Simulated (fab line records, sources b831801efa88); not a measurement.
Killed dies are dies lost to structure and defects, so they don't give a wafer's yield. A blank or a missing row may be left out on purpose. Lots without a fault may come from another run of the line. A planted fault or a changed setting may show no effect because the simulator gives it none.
Which tool did it? | flow sfq_line | 14 lots, 41 wafers sampled, at 1 step of a route of 325

WHAT THE GAUGES READ, wafer by wafer
The record holds no reading of a measuring or inspecting step that can be judged against a usual standard deviation.

WHICH TOOL RAN EACH LOT (tool, then ch and the chambers of the sampled wafers, then the start)
lot  | SFQ_TRILAYER_I7_VIA_ETCH_VIA_ETCH_190
L187 | rie_diel-02 ch 0,1,2, day 81 14:31
L188 | rie_diel-03 ch 0,1,2, day 81 16:50
L189 | rie_diel-02 ch 1,2, day 81 18:02
L190 | rie_diel-04 ch 0,2,3, day 81 20:23
L191 | rie_diel-03 ch 0,1, day 81 23:59
L192 | rie_diel-02 ch 0,2,3, day 82 02:23
L196 | rie_diel-02 ch 0,2,3, day 86 23:55
L199 | rie_diel-03 ch 1,2, day 87 14:22
L202 | rie_diel-02 ch 0,1,2, day 88 08:14
L203 | rie_diel-03 ch 0,1,2, day 88 10:38
L204 | rie_diel-02 ch 0,1, day 88 14:14
L207 | rie_diel-03 ch 0,2,3, day 91 07:51
L209 | rie_diel-02 ch 0,2,3, day 91 15:03
L210 | rie_diel-03 ch 0,2,3, day 91 18:39
- SFQ_TRILAYER_I7_VIA_ETCH_VIA_ETCH_190: etches SiO2 in CHF3, stops on Nb, target depth 260 nm.

WHAT THE TOOLS THEMSELVES READ (means of the sampled wafers that have a number; where no wafer has one, the mark that the record gives instead)
SFQ_TRILAYER_I7_VIA_ETCH_VIA_ETCH_190. Usual: drypump_motor_current_A 5.8 A, standard deviation 0.37; oes_product_au 0.851 a.u., standard deviation 0.006; rf_fwd_power_W 498.0 W, standard deviation 1.7.
lot  | tool        | drypump_motor_current_A (A) | oes_product_au (a.u.) | rf_fwd_power_W (W) | flag
L187 | rie_diel-02 | 5.8                         | 0.847                 | 497.3              |
L188 | rie_diel-03 | 5.9                         | 0.849                 | 499.8              |
L189 | rie_diel-02 | 6.0                         | 0.851                 | 497.2              |
L190 | rie_diel-04 | 5.6                         | 0.853                 | 499.2              |
L191 | rie_diel-03 | 6.1                         | 0.852                 | 496.4              |
L192 | rie_diel-02 | 5.8                         | 0.850                 | 496.8              |
L196 | rie_diel-02 | 5.8                         | 0.851                 | 496.2              |
L199 | rie_diel-03 | 5.8                         | 0.852                 | 538.8              | OFF
L202 | rie_diel-02 | 5.8                         | 0.853                 | 497.6              |
L203 | rie_diel-03 | 5.9                         | 0.855                 | 524.3              | OFF
L204 | rie_diel-02 | 5.9                         | 0.859                 | 498.3              |
L207 | rie_diel-03 | 5.6                         | 0.855                 | 499.7              |
L209 | rie_diel-02 | 5.7                         | 0.859                 | 499.1              |
L210 | rie_diel-03 | 5.6                         | 0.846                 | 498.2              |

THE ANSWER, worked out from the rows above alone
Rule: a lot is off if the mean of its wafers that have a number lies more than 3 standard deviations from the usual mean. A lot without any number at a reading at which 4 lots or more have one is off too. The other lots that the step has rows for count as sound. The gauges are gone through in route order, then the tools' own readings, and for those a lot's mean is taken as printed above. The first step at which some lot is off is used, and at that step the reading that is off furthest; a lot without a number counts as furthest.
Off: L199, L203, at SFQ_TRILAYER_I7_VIA_ETCH_VIA_ETCH_190 (rf_fwd_power_W).
A tool fits if, at that step or a process step before it, it ran every lot that is off, and no sound lot after the first of them. None of those tried fits.

WHAT THE SIMULATOR HAD PUT IN
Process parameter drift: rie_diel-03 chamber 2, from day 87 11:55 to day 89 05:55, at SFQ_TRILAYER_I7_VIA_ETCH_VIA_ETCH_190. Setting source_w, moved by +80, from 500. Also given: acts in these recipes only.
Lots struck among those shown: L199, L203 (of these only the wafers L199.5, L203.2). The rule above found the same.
